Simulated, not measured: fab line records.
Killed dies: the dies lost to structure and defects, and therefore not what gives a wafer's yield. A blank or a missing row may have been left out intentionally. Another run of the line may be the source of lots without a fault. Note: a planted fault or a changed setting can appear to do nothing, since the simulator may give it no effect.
Split-lot experiment :: flow sky130 :: route with 708 steps; 5 lots, 23 wafers read

== THE SPLIT ==
At SKY_VIA3_CVD_21 (deposits W, target thk 390 nm, time 117.31 s), the setting pressure-torr was moved away from the recipe's 40 Torr on 10 of the 23 wafers read, by -14.1% to +4.4%. For the rest of the wafers, this setting stayed at what the recipe calls for.

== SPLIT TO READING: what lies between them in the file, 1 step ==
- SKY_VIA3_RS_MEAS_22: measures by four-point-probe

== THE READING ==
VIA3_W_THK, in nm, at SKY_VIA3_THK_MEAS_23 (measures by xrf). Typical for fault-free wafers on this fab line: 375 nm, with standard deviation 4.7 nm.

wafer: L074.1
tool, chamber at the split: cvd-w-01, 0
pressure-torr as run, Torr: 41.76
against the recipe: +4.4%
VIA3_W_THK, nm: 380
against lot-mates on the recipe: no lot-mate on the recipe

wafer: L074.2
tool, chamber at the split: cvd-w-01, 1
pressure-torr as run, Torr: 41.76
against the recipe: +4.4%
VIA3_W_THK, nm: 382
against lot-mates on the recipe: no lot-mate on the recipe

wafer: L074.3
tool, chamber at the split: cvd-w-01, 1
pressure-torr as run, Torr: 41.76
against the recipe: +4.4%
VIA3_W_THK, nm: 380
against lot-mates on the recipe: no lot-mate on the recipe

wafer: L074.4
tool, chamber at the split: cvd-w-01, 0
pressure-torr as run, Torr: 41.76
against the recipe: +4.4%
VIA3_W_THK, nm: 384
against lot-mates on the recipe: no lot-mate on the recipe

wafer: L074.5
tool, chamber at the split: cvd-w-01, 0
pressure-torr as run, Torr: 41.76
against the recipe: +4.4%
VIA3_W_THK, nm: 381
against lot-mates on the recipe: no lot-mate on the recipe

wafer: L075.1
tool, chamber at the split: cvd-w-02, 0
pressure-torr as run, Torr: 40
against the recipe: recipe
VIA3_W_THK, nm: 380
against lot-mates on the recipe: -

wafer: L075.4
tool, chamber at the split: cvd-w-02, 0
pressure-torr as run, Torr: 40
against the recipe: recipe
VIA3_W_THK, nm: 378
against lot-mates on the recipe: -

wafer: L075.5
tool, chamber at the split: cvd-w-02, 1
pressure-torr as run, Torr: 40
against the recipe: recipe
VIA3_W_THK, nm: 379
against lot-mates on the recipe: -

wafer: L077.1
tool, chamber at the split: cvd-w-02, 1
pressure-torr as run, Torr: 40
against the recipe: recipe
VIA3_W_THK, nm: 375
against lot-mates on the recipe: -

wafer: L077.2
tool, chamber at the split: cvd-w-02, 0
pressure-torr as run, Torr: 40
against the recipe: recipe
VIA3_W_THK, nm: 376
against lot-mates on the recipe: -

wafer: L077.4
tool, chamber at the split: cvd-w-02, 0
pressure-torr as run, Torr: 40
against the recipe: recipe
VIA3_W_THK, nm: 376
against lot-mates on the recipe: -

wafer: L077.5
tool, chamber at the split: cvd-w-02, 1
pressure-torr as run, Torr: 40
against the recipe: recipe
VIA3_W_THK, nm: 372
against lot-mates on the recipe: -

wafer: L077.6
tool, chamber at the split: cvd-w-02, 0
pressure-torr as run, Torr: 40
against the recipe: recipe
VIA3_W_THK, nm: 374
against lot-mates on the recipe: -

wafer: L080.2
tool, chamber at the split: cvd-w-02, 0
pressure-torr as run, Torr: 40
against the recipe: recipe
VIA3_W_THK, nm: 377
against lot-mates on the recipe: -

wafer: L080.3
tool, chamber at the split: cvd-w-02, 0
pressure-torr as run, Torr: 40
against the recipe: recipe
VIA3_W_THK, nm: 379
against lot-mates on the recipe: -

wafer: L080.4
tool, chamber at the split: cvd-w-02, 1
pressure-torr as run, Torr: 40
against the recipe: recipe
VIA3_W_THK, nm: 381
against lot-mates on the recipe: -

wafer: L080.5
tool, chamber at the split: cvd-w-02, 0
pressure-torr as run, Torr: 40
against the recipe: recipe
VIA3_W_THK, nm: 377
against lot-mates on the recipe: -

wafer: L080.6
tool, chamber at the split: cvd-w-02, 1
pressure-torr as run, Torr: 40
against the recipe: recipe
VIA3_W_THK, nm: 382
against lot-mates on the recipe: -

wafer: L084.1
tool, chamber at the split: cvd-w-02, 1
pressure-torr as run, Torr: 34.35
against the recipe: -14.1%
VIA3_W_THK, nm: 353
against lot-mates on the recipe: no lot-mate on the recipe

wafer: L084.2
tool, chamber at the split: cvd-w-02, 0
pressure-torr as run, Torr: 34.35
against the recipe: -14.1%
VIA3_W_THK, nm: 346
against lot-mates on the recipe: no lot-mate on the recipe

wafer: L084.3
tool, chamber at the split: cvd-w-02, 1
pressure-torr as run, Torr: 34.35
against the recipe: -14.1%
VIA3_W_THK, nm: 351
against lot-mates on the recipe: no lot-mate on the recipe

wafer: L084.5
tool, chamber at the split: cvd-w-02, 1
pressure-torr as run, Torr: 34.35
against the recipe: -14.1%
VIA3_W_THK, nm: 352
against lot-mates on the recipe: no lot-mate on the recipe

wafer: L084.6
tool, chamber at the split: cvd-w-02, 0
pressure-torr as run, Torr: 34.35
against the recipe: -14.1%
VIA3_W_THK, nm: 351
against lot-mates on the recipe: no lot-mate on the recipe

THE FIT
A straight line over all 23 wafers: VIA3_W_THK changes by +1.75 nm for each +1% of pressure-torr; r = +0.97; the points scatter about the line by 3 nm.
Too few moved wafers have a lot-mate on the recipe to fit a line with each lot's own level taken away.

== THE WHOLE CHAIN: every reading that the file lists as answering this split, in the file's order ==
step: SKY_VIA3_CVD_21
what it does: deposits W, target thk 390 nm, time 117.31 s
reading: W_of_VIA3_CVD_21.thk-nm (the simulator's own value, which no gauge read)
change (the file's fit): +1.67 nm for each +1% of the setting
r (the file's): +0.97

step: SKY_VIA3_RS_MEAS_22
what it does: measures by four-point-probe
reading: VIA3_W_RS
change (the file's fit): -0.00134 for each +1% of the setting
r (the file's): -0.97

step: SKY_VIA3_THK_MEAS_23
what it does: measures by xrf
reading: VIA3_W_THK
change (the file's fit): +1.76 for each +1% of the setting
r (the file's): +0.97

== FILE'S OWN FIT ==
VIA3_W_THK changes by +1.76 nm for each +1% of pressure-torr, r = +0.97.
